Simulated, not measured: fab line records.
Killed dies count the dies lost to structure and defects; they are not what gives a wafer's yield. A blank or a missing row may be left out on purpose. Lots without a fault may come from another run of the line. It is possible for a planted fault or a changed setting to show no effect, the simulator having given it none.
A lot that was struck, set against a sound lot + flow sky130 + 15 steps out of a route of 708
Sound: the wafers L264.3, L264.5, L264.6. Struck: wafers L268.2, L268.6 (left out: L268.5, a lot-mate that was not struck); the cause follows at the end.
Per side, at each step with rows, come the tool, then ch with its chambers, and then its first start. Under that, the readings that differ: sound wafers + struck wafers + difference of the means + sigmas: that difference in standard deviations of wafers without a fault.
alike: same words and numbers on both sides, and readings whose means sit less than 2 such deviations apart. not compared: any withheld reading, any reading some wafer has no value for, any bound like >300 that may hide the same value, and any number with overlapping values for which the record gives no deviation.
The two part at a step that has a row with sigmas, a row that says differs or no value, or rows on one side only. When numbers do not overlap yet have no deviation, they are printed without sigmas and do not part them. Lack of a reading on every wafer of one side parts them only where that side has two or more wafers.

SKY_VIA3_CD_MEAS_12 targets a cd of 200 nm.
  sound on cd_sem-01, day 40 17:22; struck on cd_sem-02, day 41 14:11
  alike: cd_nm
SKY_VIA3_OVL_MEAS_13:
  sound on overlay-01, day 40 17:27; struck on overlay-01, day 41 14:18
  alike: VIA3_OVL
then, 1 step without rows for these wafers: SKY_VIA3_ETCH_14 (etches BARC in N2/H2, stops on SiO2, time 45.9 s, target depth 60 nm).
SKY_VIA3_ETCH_15: etches SiO2 in C4F8/O2/Ar, stops on TiN, target depth 507 nm, time 78 s.
  sound on rie_diel-01 ch 0,3, day 40 17:31; struck on rie_diel-02 ch 0,3, day 41 14:22
  alike: oes_product_au, rf_fwd_power_W
  not compared: rf_hours_counter_h
SKY_VIA3_STRIP_16: strips in O2/N2.
  sound on plasma_asher-01 ch 0,1, day 40 17:37; struck on plasma_asher-03 ch 0,1, day 41 14:26
  alike: drypump_motor_current_A, n2_flow_sccm, oes_product_au, strip_time_to_endpoint_s
  not compared: rf_hours_counter_h
then, 3 steps without rows for these wafers: SKY_VIA3_STRIP_17 (strips in post etch residue remover, time 1200 s); SKY_VIA3_CLEAN_18 (cleans in IPA, time 180 s); SKY_VIA3_CLEAN_19 (cleans in O3/DIW).
SKY_VIA3_SPUTTER_20: material TiN, target thk 20 nm, time 80 s.
  sound on pvd_sputter-02, day 40 18:11; struck on pvd_sputter-02, day 41 15:01
  alike: throttle_valve_pct
SKY_VIA3_CVD_21: deposits W, target thk 390 nm, time 117.31 s.
  sound on cvd_w-01 ch 0,1, day 40 18:17; struck on cvd_w-02 ch 0,1, day 41 15:05
  alike: heater_power_w
SKY_VIA3_RS_MEAS_22: measurement is done with a four-point probe.
  sound on film_metro-02, day 40 18:24; struck on film_metro-01, day 41 15:13
  alike: VIA3_W_RS
SKY_VIA3_THK_MEAS_23: measures by xrf.
  sound on film_metro-02, day 40 18:30; struck on film_metro-01, day 41 15:20
  alike: VIA3_W_THK
SKY_VIA3_CMP_24: polishes, stops on SiO2, t overpolish 20 s, target thk 0 nm.
  sound on cmp-02 ch 1,2,3, day 40 18:41; struck on cmp-02 ch 0, day 41 15:26
| reading                | sound                | struck      | difference | sigmas      |
|------------------------|----------------------|-------------|------------|-------------|
| overpolish_run_s (s)   | 20.004 19.996 20.020 | 0.039 0.046 | -19.964    | -99 or more |
| time_to_endpoint_s (s) | 94 97 94             | 149 149     | +54        | +16         |
  alike: motor_current_A, retaining_ring_pressure_frac, slurry_flow_ml_min
SKY_METAL4_SPUTTER_00: material Ti, target thk 15 nm, time 10 s.
  sound wafers here have rows in the record (pvd_sputter-02, day 40 18:50); struck ones have none
-- the record jumps here: 6 days lie between the struck wafers' starts before and after (it left off in module METAL4 and takes up again in module PAD_OPEN, whose first step shown is number 708 of the route) --
SKY_PAD_OPEN_PROBE_99:
  sound on prober-02, day 46 17:25; struck on prober-01, day 47 11:59
| reading                  | sound          | struck    | difference | sigmas      |
|--------------------------|----------------|-----------|------------|-------------|
| defect_limited_yield (%) | 80.3 80.9 81.1 | 0 0       | -81        | -43         |
| killed_at_M0_to_M3       | 43 38 49       | 450 445   | +404       | +56         |
| killed_dies              | 97 94 93       | 492 492   | +397       | +43         |
| killed_on_rim            | 20 18 19       | 96 96     | +77        | +20         |
| sort_bin_3_pad_short (%) | 0.8 1.8 0.8    | 85.0 83.5 | +83.1      | +99 or more |
| sort_n_pass              | 395 398 399    | 0 0       | -397       | -43         |
| sort_yield_pct (%)       | 80.3 80.9 81.1 | 0 0       | -81        | -43         |
  alike: killed_at_M4_up, killed_at_contacts, killed_at_front_end, killed_at_other, killed_open, killed_short, sort_bin_5_function, sort_bin_6_memory

## WHERE THEY PART
First at SKY_VIA3_CMP_24; last, within this record, at SKY_PAD_OPEN_PROBE_99.

WHY: the cause the simulator had injected
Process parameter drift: cmp-02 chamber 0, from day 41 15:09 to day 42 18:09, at SKY_VIA3_CMP_24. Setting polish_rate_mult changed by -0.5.
